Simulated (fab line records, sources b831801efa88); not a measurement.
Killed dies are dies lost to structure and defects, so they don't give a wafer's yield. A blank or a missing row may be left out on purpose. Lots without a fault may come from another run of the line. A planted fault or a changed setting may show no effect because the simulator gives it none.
fab line records | flow sky130
record lots=4 wafers=12 last_day=48
route steps=708 shown METAL4@631 VIA4@639 METAL5@661 PAD_OPEN@708
lots that met no fault: from a run of the same line without faults
start_h: hours from the record's first day to the start of the lot's first wafer shown | wait_h: hours since the lot's step before | " the same as in the row above | L1.1+2: a row that stands for several wafers | - no value, or no start given | * or withheld: withheld | < > ~ a bound
route shown NAME@n: a module of which the file shows steps, and the number in the route of the first | usual: mean/standard deviation of fault-free wafers | same: alike in all rows | chamber/n: place in a boat | sites: the reading at each site | _std_site: their standard deviation | _edge_site: outer sites' mean less inner sites' | radius_mm: how far each site lies from the wafer's centre | mask NAME#n: copy n | behind: the tool/chamber that last shaped the wafer | hold: why the lot was held/for how many hours/how that ended | device: the transistor (n, p or np) that didn't switch | end of line: the same wafers' tests at the end of the route | a step without rows: its recipe alone | killed: dies lost to structure and defects at the first sort, not the wafer's yield | map: a wafer's dies, x killed, . not, _ none there
set.NAME: the setting as run; set.NAME@STEP: as run at that earlier step | model.NAME: the simulator's own value behind a step, which no gauge read
lots at some steps of the route; a table a step, a row a wafer
services: from which hour (start_h, from the record's first day; less than 0 if before it) a tool's chamber was out of use, for how many hours, and why
## steps
# step SKY_METAL4_DESCUM_15
# recipe chemistry=O2 source_power_w=150 bias_power_w=0 pressure_mtorr=10 temp_c=40 time_s=8
# step SKY_METAL4_ETCH_16
# recipe chemistry=N2/H2 target=BARC ion_energy_ev=200 bias_w=100 pressure_mtorr=30 n2_flow_sccm=100 h2_flow_sccm=200 icp_w=500 stop_on=SiO2 time_s=88.2 target_depth_a=600
# step SKY_METAL4_ETCH_17
# recipe target=SiO2 stop_on=TiN chemistry=C4F8/O2/Ar source_w=1500 bias_w=1200 pressure_mtorr=40 c4f8_flow_sccm=withheld O2_flow_sccm=6 Ar_flow_sccm=300 time_s=3.9 target_depth_a=150
# step SKY_METAL4_METAL_ETCH_18
# recipe target_depth_a=8450 stop_on=SiO2 over_etch_frac=0.3 time_s=183.1 chemistry=Cl2/BCl3 resist_sidewall_deg=88 pressure_mtorr=10 icp_w=900 bias_w=48.5 Cl2_flow_sccm=60 bcl3_flow_sccm=30
# step SKY_METAL4_STRIP_19
# recipe chemistry=O2/N2 power_w=1400 pressure_mtorr=1500 platen_temp_c=withheld o2_flow_sccm=3000 n2_flow_sccm=300 overash_fraction=0.5
# step SKY_METAL4_STRIP_20
# recipe chemistry=post_etch_residue_remover time_s=1200 temp_c=72.5
# step SKY_METAL4_CLEAN_21
# recipe chemistry=IPA time_s=180 temp_c=25
# step SKY_METAL4_CLEAN_22
# recipe chemistry=O3/DIW dry=n2_spin
# step SKY_VIA4_HDPCVD_00
# recipe material=SiO2 target_thk_nm=1750 sigma_open_frac=0.3 time_s=291.7 temp_c=400 sih4_flow_sccm=60 pressure_mtorr=6
# step SKY_VIA4_CMP_02
# recipe material=SiO2 down_force_psi=4 platen_rpm=60 pad_velocity_m_s=0.94248
# usual motor_current_A=12.4/1.2 slurry_filter_dp_kPa=13.49/0.14
# columns lot.wafer tool chamber start_h wait_h motor_current_A slurry_filter_dp_kPa
L741.3 cmp-02 0 973.11 0.1 13.6 13.52
L741.1 " 1 " " 11.1 13.47
L741.6 " 3 " " 12.5 13.53
L751.3 cmp-02 0 1047.43 0.1 13.5 13.56
L751.4 " 1 " " 11.0 13.50
L751.6 " 0 " " 14.0 13.68
L752.4 cmp-01 0 1049.56 0.1 11.5 13.56
L752.5 " 2 " " 11.0 13.54
L752.6 " 3 " " 14.1 13.76
L753.2 cmp-02 0 1056.67 0.1 12.9 13.49
L753.1 " 1 " " 11.8 13.60
L753.4 " 2 " " 12.2 13.47
# step SKY_VIA4_DEHYDRATE_04
# recipe temp_c=200 time_s=60
# step SKY_VIA4_HMDS_05
# recipe prime_time_s=60 prime_temp_c=120
# step SKY_VIA4_COAT_06
# recipe resist=NOVOLAK spin_rpm=3000 resist_thk_nm=1140
# step SKY_VIA4_SOFTBAKE_07
# recipe temp_c=90 time_s=60 resist=NOVOLAK
# step SKY_VIA4_EXPOSE_08
# recipe mask_id=VIM4 na=0.6 source_shape=conventional sigma_outer=0.6 polarization=unpolarized target_cd_nm=800 dose_mj=132
# step SKY_VIA4_PEB_09
# recipe temp_c=withheld time_s=* resist=NOVOLAK
# step SKY_VIA4_DEVELOP_10
# recipe resist=NOVOLAK developer=TMAH develop_time_s=60 dev_temp_c=23
# step SKY_VIA4_ETCH_12
# recipe target=SiO2 chemistry=C4F8/O2/Ar stop_on=TiN mask_material=NOVOLAK source_w=1500 bias_w=1200 pressure_mtorr=40 c4f8_flow_sccm=withheld O2_flow_sccm=6 Ar_flow_sccm=300 time_s=withheld target_depth_a=5800
# step SKY_VIA4_STRIP_13
# recipe chemistry=O2/N2 power_w=1400 pressure_mtorr=1500 platen_temp_c=withheld o2_flow_sccm=3000 n2_flow_sccm=300 overash_fraction=0.5
# step SKY_VIA4_STRIP_14
# recipe chemistry=post_etch_residue_remover time_s=1200 temp_c=72.5
# step SKY_VIA4_CLEAN_15
# recipe chemistry=IPA time_s=180 temp_c=25
# step SKY_VIA4_CLEAN_16
# recipe chemistry=O3/DIW dry=n2_spin
# step SKY_VIA4_SPUTTER_17
# recipe material=TiN target_thk_nm=20 chamber_pressure_pa=5 power_w=4000 time_s=80
# step SKY_VIA4_CVD_18
# recipe material=W target_thk_nm=505 time_s=152.14 temp_c=400 pressure_torr=40
# step SKY_VIA4_CMP_21
# recipe stop_on=SiO2 t_overpolish_s=25 down_force_psi=3.5 platen_rpm=60 target_thk_nm=0 pad_velocity_m_s=0.94248
# step SKY_METAL5_SPUTTER_00
# recipe material=Ti target_thk_nm=15 power_w=3000 time_s=10 chamber_pressure_pa=0.4
# step SKY_METAL5_SPUTTER_01
# recipe material=TiN target_thk_nm=20 power_w=6500 time_s=16.7 chamber_pressure_pa=0.4
# step SKY_METAL5_SPUTTER_02
# recipe material=AlCu target_thk_nm=1150 power_w=10600 time_s=61.2 chamber_pressure_pa=0.4
# step SKY_METAL5_SPUTTER_03
# recipe material=Ti target_thk_nm=5 power_w=3000 time_s=3.3 chamber_pressure_pa=0.4
# step SKY_METAL5_SPUTTER_04
# recipe material=TiN target_thk_nm=70 power_w=6500 time_s=58.3 chamber_pressure_pa=0.4
# step SKY_METAL5_DEHYDRATE_07
# recipe temp_c=200 time_s=60
# step SKY_METAL5_HMDS_08
# recipe prime_time_s=60 prime_temp_c=120
# step SKY_METAL5_COAT_09
# recipe resist=NOVOLAK spin_rpm=3000 resist_thk_nm=1800
# step SKY_PAD_OPEN_PROBE_99
# usual defect_limited_yield=82.5/1.9 killed_at_M0_to_M3=44/6.4 killed_at_M4_up=3.4/2.1 killed_at_contacts=23/5 killed_at_front_end=15/4.5 killed_at_other=0.3/0.54 killed_dies=86/9.5 killed_on_rim=17/3.9 killed_open=48/6.9 killed_short=38/5.9 sort_bin_3_pad_short=0.8/0.44 sort_bin_5_function=10.5/1.6 sort_bin_6_memory=6.1/1.1 sort_n_pass=406/9.5 sort_yield_pct=82.5/1.9
# same gross_dies=492 killed_at_back_side=0 sort_bin_4_leakage[%]=0 sort_bin_8_speed[%]=0
# columns lot.wafer tool chamber start_h wait_h defect_limited_yield[%] killed_at_M0_to_M3 killed_at_M4_up killed_at_contacts killed_at_front_end killed_at_other killed_dies killed_on_rim killed_open killed_short sort_bin_3_pad_short[%] sort_bin_5_function[%] sort_bin_6_memory[%] sort_n_pass sort_yield_pct[%] model.etest.tester.sort_n_pass model.etest.tester.sort_yield_pct model.etest.tester.sort_bin_5_pct model.etest.tester.sort_bin_6_pct model.etest.tester.sort_bin_3_pct
L741.1 prober-01 - 1069.01 0.1 82.7 45 4 18 18 0 85 17 50 34 0.6 11.6 5.1 407 82.7 407 82.72 11.59 5.081 0.6098
L741.3 prober-01 - 1069.11 0.2 80.1 49 4 22 21 2 98 22 46 50 1.2 11.4 7.3 394 80.1 394 80.08 11.38 7.317 1.22
L741.6 prober-01 - 1069.26 0.2 85.8 37 0 20 12 1 70 16 38 31 1.2 8.7 4.3 422 85.8 422 85.77 8.74 4.268 1.22
L751.3 prober-01 - 1133.52 0.2 65.7 40 104 14 11 0 169 32 38 29 2.2 21.1 11.0 323 65.7 323 65.65 21.14 10.98 2.236
L751.4 prober-01 - 1133.57 0.2 82.1 41 5 24 16 2 88 19 49 37 1.4 10.8 5.7 404 82.1 404 82.11 10.77 5.691 1.423
L751.6 prober-01 - 1133.67 0.2 62.8 38 108 20 17 0 183 37 51 28 1.6 24.2 11.4 309 62.8 309 62.8 24.19 11.38 1.626
L752.4 prober-02 - 1134.56 0.2 82.3 40 3 22 22 0 87 12 43 44 1.2 10.2 6.3 405 82.3 405 82.32 10.16 6.301 1.22
L752.5 prober-02 - 1134.61 0.2 86.2 30 2 25 10 1 68 16 33 35 1.2 7.9 4.7 424 86.2 424 86.18 7.927 4.675 1.22
L752.6 prober-02 - 1134.66 0.2 81.1 43 2 34 14 0 93 19 52 40 1.2 11.2 6.5 399 81.1 399 81.1 11.18 6.504 1.22
L753.1 prober-01 - 1140.66 0.1 82.7 45 0 24 15 1 85 18 38 47 0.8 8.7 7.7 407 82.7 407 82.72 8.74 7.724 0.813
L753.2 prober-01 - 1140.71 0.1 59.8 45 112 28 13 0 198 37 51 37 2.0 24.6 13.6 294 59.8 294 59.76 24.59 13.62 2.033
L753.4 prober-01 - 1140.81 0.2 82.5 41 4 28 13 0 86 17 56 30 0.6 11.6 5.3 406 82.5 406 82.52 11.59 5.285 0.6098
# killed by level:class
L741.1 VIA1:geometric_particle:open=10 VIA2:geometric_particle:open=9 CONTACT:geometric_particle:open=7 POLY_GATE:geometric_particle:short=6 METAL1:geometric_particle:short=5 VIA3:geometric_particle:open=5 FIELD_ISO:geometric_particle:open=4 VIA1:geometric_particle:short=4
L741.3 VIA1:geometric_particle:open=10 METAL3:geometric_particle:short=8 POLY_GATE:geometric_particle:open=7 CONTACT:geometric_particle:open=7 METAL1:geometric_particle:short=6 VIA1:geometric_particle:short=6 LI_CONTACT:geometric_particle:short=5 LI_CONTACT:geometric_particle:open=5
L741.6 CONTACT:geometric_particle:open=9 VIA3:geometric_particle:open=7 VIA1:geometric_particle:open=6 METAL2:geometric_particle:short=6 FIELD_ISO:geometric_particle:open=5 METAL1:geometric_particle:short=5 LI_CONTACT:geometric_particle:open=3 LOCAL_INTERCONNECT:geometric_particle:short=3
L751.3 VIA4:unspecified=102 VIA1:geometric_particle:open=16 FIELD_ISO:geometric_particle:short=7 CONTACT:geometric_particle:open=7 VIA1:geometric_particle:short=6 METAL1:geometric_particle:short=4 VIA2:geometric_particle:open=3 LI_CONTACT:geometric_particle:open=3
L751.4 VIA2:geometric_particle:open=10 LI_CONTACT:geometric_particle:open=9 VIA1:geometric_particle:open=9 FIELD_ISO:geometric_particle:short=5 LOCAL_INTERCONNECT:geometric_particle:short=5 FIELD_ISO:geometric_particle:open=4 CONTACT:geometric_particle:open=4 POLY_GATE:geometric_particle:short=4
L751.6 VIA4:unspecified=104 LI_CONTACT:geometric_particle:open=11 VIA2:geometric_particle:open=9 VIA1:geometric_particle:open=8 FIELD_ISO:geometric_particle:open=7 CONTACT:geometric_particle:open=6 POLY_GATE:geometric_particle:open=5 METAL3:geometric_particle:short=5
L752.4 VIA1:geometric_particle:open=10 LI_CONTACT:geometric_particle:open=7 METAL1:geometric_particle:short=7 VIA3:geometric_particle:open=6 FIELD_ISO:geometric_particle:short=5 POLY_GATE:geometric_particle:short=5 VIA2:geometric_particle:open=5 CONTACT:geometric_particle:short=5
L752.5 CONTACT:geometric_particle:short=10 VIA1:geometric_particle:open=7 LI_CONTACT:geometric_particle:open=6 CONTACT:geometric_particle:open=5 VIA2:geometric_particle:open=5 VIA3:geometric_particle:short=4 VIA3:geometric_particle:open=4 POLY_GATE:geometric_particle:short=3
L752.6 CONTACT:geometric_particle:open=14 VIA3:geometric_particle:open=10 CONTACT:geometric_particle:short=8 VIA1:geometric_particle:open=7 VIA2:geometric_particle:open=6 LOCAL_INTERCONNECT:geometric_particle:short=5 VIA2:geometric_particle:short=5 POLY_GATE:geometric_particle:short=4
L753.1 VIA1:geometric_particle:open=9 METAL1:geometric_particle:short=8 CONTACT:geometric_particle:open=7 METAL2:geometric_particle:short=7 FIELD_ISO:geometric_particle:short=5 LI_CONTACT:geometric_particle:open=5 LOCAL_INTERCONNECT:geometric_particle:short=5 VIA3:geometric_particle:open=5
L753.2 VIA4:unspecified=110 VIA1:geometric_particle:open=11 LI_CONTACT:geometric_particle:open=10 METAL2:geometric_particle:short=8 CONTACT:geometric_particle:open=7 LOCAL_INTERCONNECT:geometric_particle:short=4 CONTACT:geometric_particle:short=4 VIA3:geometric_particle:open=4
L753.4 CONTACT:geometric_particle:open=11 VIA1:geometric_particle:open=11 VIA2:geometric_particle:open=8 LI_CONTACT:geometric_particle:open=7 VIA3:geometric_particle:open=7 FIELD_ISO:geometric_particle:open=5 VIA1:geometric_particle:short=5 METAL4:geometric_particle:short=4
# map L751.6 (x killed, . not)
__________..xxx..xxx_________
________...xxx.......x_______
______xxx...xx.x.x....xx_____
_____xxxx.xxx.xxx..xxxx.x____
____..x.....x.x...xxxx...x___
___x..xx.x..xx.x..xxx......__
__xx.x..........x.x.x..x.x.._
_.xx.xx.....x..x..........xx.
_x..x.xx.x..x..xx.x.x.......x
_..x..x.x....x..x.x........x.
_.....x.xxx...xxx...x..xxxxx.
_xx.x...xxx.x.x.....xx.....x.
_.x....x.x......x..x..xx.....
_xx.x.x.....xxx..xx.x.x.x.xx.
_....xx..x...x......x.x..xxxx
__x.x........x..........xx.._
___....xx..x......x.x......__
____....x.x.xx....xxxx.x..___
_____......xxx...x.......____
______xx....xxx.x..x...x_____
________x.x.x.xxx.x..._______
__________x.x..x.x.._________
# map L753.2 (x killed, . not)
__________........xx_________
________..xx..x.x..xx._______
______xx.xxxx..xxx...x.x_____
_____xx.x.xx.....xx....x.____
____x..xx...xx.x..x.x...x.___
___..xxxx..x...x..x.x...x..__
__xxx..x..xx....x..xx..x..xx_
_xx..x....xxx..xxx....x.x.x..
_...xx.xx.x...xxx....xxxxx...
_..x...x.........x.x...xxx...
_xxx.x.....xxx.x.x.xx.xxx..x.
_x..xxx........x...........x.
_xx.....xxxxx.xx.x..x.x..xx..
_...x.xxx...xx...xxx..x..x...
_...xx..x.x.xx..x.x...x......
__..xxx.x.xx..x.x..xx..x.xxx_
___.x.....x.......x...x.xx.__
____x....xxxxx...x...x..x.___
_____.x.xxxx...x....xxx..____
______..x.xx.xx..xx...x._____
________......x.xx...._______
__________x.x....xxx_________
## services
# columns tool chamber start_h hours kind
cmp-02 - 953.00 2.0 repair
## key
first_sign step=SKY_PAD_OPEN_PROBE_99 reading=killed_at_M4_up direction=up sigmas=51 usual=3.4 struck=108
effect step=SKY_PAD_OPEN_PROBE_99 reading=killed_dies direction=up sigmas=10 usual=86 struck=183
model_effect step=SKY_PAD_OPEN_PROBE_99 value=etest.tester.sort_n_pass without=404 struck=308.7
met_at SKY_VIA4_CMP_02
struck_wafers L751.3,L751.6,L753.2
onset_between 973.11 1047.43
fault kind=chamber_particle_source tool=cmp-02 chamber=0 onset_h=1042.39 steps=SKY_VIA4_CMP_02 rate_per_visit_cm2=0.49739 end_h=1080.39
